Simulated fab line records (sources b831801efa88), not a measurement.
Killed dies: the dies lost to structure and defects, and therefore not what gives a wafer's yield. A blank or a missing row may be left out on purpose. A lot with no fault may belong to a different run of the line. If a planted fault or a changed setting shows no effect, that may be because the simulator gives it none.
Comparing a struck lot with a sound one | flow gf180mcu | 17 steps out of a route of 602
Sound: these wafers, L271.1, L271.3, L271.6. Struck: wafers L276.2, L276.6 (left out: L276.5, a lot-mate that was not struck); the cause follows at the end.
Order at every step that has rows: each side's tool, ch and its chambers, its first start. Under that, the readings that differ: sound wafers | struck wafers | difference of the means | sigmas: that difference in standard deviations of wafers without a fault.
alike: same words and numbers on both sides, and readings whose means sit less than 2 such deviations apart. not compared: any withheld reading, any reading some wafer has no value for, any bound like >300 that may hide the same value, and any number with overlapping values for which the record gives no deviation.
The two part at a step that has a row with sigmas, a row that says differs or no value, or rows on one side only. Numbers that have no deviation but don't overlap get no sigmas and don't part them. Lack of a reading on every wafer of one side parts them only where that side has two or more wafers.

first, 3 steps without rows for these wafers: GF_V4_EXPOSE_11 (exposes mask Via4, target cd 260 nm); GF_V4_PEB_12 (peb time 90 s); GF_V4_DEVELOP_13 (develop time 60 s).
GF_V4_CD_MEAS_14: target cd 260 nm.
  struck on cd-sem-02, day 28 10:57; sound on cd-sem-01, day 26 18:14
  alike: cd-nm
GF_V4_OVL_MEAS_15:
  struck on overlay-02, day 28 11:04; sound on overlay-02, day 26 18:22
  alike: V4_OVL
then, 1 step without rows for these wafers: GF_V4_ETCH_16 (etches BARC in N2/H2).
GF_V4_ETCH_17: etches SiO2 in C4F8/O2/Ar, stops on TiN, target depth 630 nm.
  sound: rie-diel-02 ch 0,1; struck: rie-diel-01 ch 2,3
  alike: bias-w, oes-product-au
GF_V4_STRIP_18: strips in O2/N2.
  sound on plasma-asher-03 ch 0,1, day 26 18:31; struck on plasma-asher-04 ch 0,1, day 28 11:13
  reading                     | sound       | struck  | difference | sigmas
  drypump-motor-current-A (A) | 4.9 5.7 4.8 | 6.0 6.0 | +0.9       | +2
  alike: heater-power-w, oes-product-au
  not compared: rf-hours-counter-h
then, 2 steps without rows for these wafers: GF_V4_STRIP_19 (strips in post etch residue remover, time 1200 s); GF_V4_CLEAN_20 (cleans in DIW).
GF_V4_SPUTTER_21: material Ti, target thk 15 nm, time 80.02 s.
  struck on pvd-sputter-04, day 28 11:46; sound on pvd-sputter-02, day 26 19:05
  alike: cathode-dc-power-W, throttle-valve-pct
GF_V4_SPUTTER_22: material TiN, target thk 10 nm, time 40 s.
  struck on pvd-sputter-04, day 28 11:49; sound on pvd-sputter-02, day 26 19:09
  alike: cathode-dc-power-W, throttle-valve-pct
GF_V4_CVD_23: deposits W, target thk 350 nm, time 104.9 s.
  sound on cvd-w-01 ch 0,1, day 26 19:11; struck on cvd-w-01 ch 1, day 28 11:52
  reading                          | sound           | struck      | difference | sigmas
  model.W_of_V4_CVD_23.thk-nm (nm) | 361.8 361 352.6 | 137.1 133.5 | -223.2     |
  alike: heater-power-outer-w, heater-power-w, susceptor-temp-C
GF_V4_RS_MEAS_24: the measuring method here is four-point-probe.
  struck on film-metro-01, day 28 11:59; sound on film-metro-03, day 26 19:18
  reading          | sound             | struck      | difference | sigmas
  V4_W_RS (ohm/sq) | 0.317 0.318 0.324 | 0.846 0.871 | +0.539     | +95
GF_V4_THK_MEAS_25: measures by xrf.
  struck on film-metro-01, day 28 12:06; sound on film-metro-03, day 26 19:25
  reading       | sound       | struck  | difference | sigmas
  V4_W_THK (nm) | 361 360 351 | 136 132 | -223       | -35
GF_V4_CMP_26: polishes, stops on SiO2, t overpolish 15 s, target thk 0 nm.
  sound on cmp-01 ch 1,2,3, day 26 19:35; struck on cmp-01 ch 3, day 28 12:12
  reading                | sound    | struck | difference | sigmas
  time-to-endpoint-s (s) | 88 89 87 | 32 33  | -56        | -17
  alike: edge-zone-pressure-frac, motor-current-A
GF_MIM_SPUTTER_00: material Ti, target thk 37.5 nm, time 150 s.
  struck on pvd-sputter-01, day 28 12:27; sound on pvd-sputter-04, day 26 19:47
  reading                | sound                | struck        | difference | sigmas
  cathode-dc-power-W (W) | 4001.0 4000.5 4000.3 | 3999.5 3998.6 | -1.5       | -2
  alike: throttle-valve-pct

== WHERE THEY PART ==
Last at GF_MIM_SPUTTER_00 as far as this record goes, first at GF_V4_STRIP_18.

WHY: the cause the simulator had injected
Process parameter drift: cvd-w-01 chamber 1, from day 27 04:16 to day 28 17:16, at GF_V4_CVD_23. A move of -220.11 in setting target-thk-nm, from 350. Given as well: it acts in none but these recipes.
